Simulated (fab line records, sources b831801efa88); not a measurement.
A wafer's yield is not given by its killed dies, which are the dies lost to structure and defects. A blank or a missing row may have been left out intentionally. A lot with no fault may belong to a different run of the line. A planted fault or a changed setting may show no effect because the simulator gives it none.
The tool behind it: which one?    flow sky130    7 lots (21 wafers sampled), 1 step of a 708-step route

## WHAT THE GAUGES SHOWED, per wafer
SKY_METAL1_THK_MEAS_06: measures by xrf.
lot   measured      on            METAL1_ALCU_THK (nm)
L645  day 31 18:38  filmMetro-01  255 256 255
L647  day 32 10:48  filmMetro-04  247 247 250
L649  day 33 08:35  filmMetro-04  252 247 249
L655  day 35 05:22  filmMetro-02  246 245 249
L660  day 36 21:07  filmMetro-04  248 244 248
L662  day 37 07:46  filmMetro-02  249 250 249
L663  day 38 05:50  filmMetro-02  249 252 252

## EACH LOT AND THE TOOL THAT RAN IT (in order: tool; ch and the chambers of the sampled wafers; start)
No process step before these readings appears in the record.

## THE ANSWER, worked out from the rows above alone
Rule: the lots themselves supply what counts as usual. The widest of any qualifying gaps counts: lots, ordered by their means at a reading, are off when they make up no more than a third of the lots, leave a main group of 4 or more, and stand apart from it by 3 or more times the standard deviation of that group's means. Not used: any main group whose means are identical at the precision the tables above print for the reading. Also off: a lot with no number at a reading for which 4 or more lots have one. All remaining lots with rows at the step are treated as sound.
Nothing can be told from this: no lot is off at any reading shown.

## WHAT HAD BEEN PUT IN BY THE SIMULATOR
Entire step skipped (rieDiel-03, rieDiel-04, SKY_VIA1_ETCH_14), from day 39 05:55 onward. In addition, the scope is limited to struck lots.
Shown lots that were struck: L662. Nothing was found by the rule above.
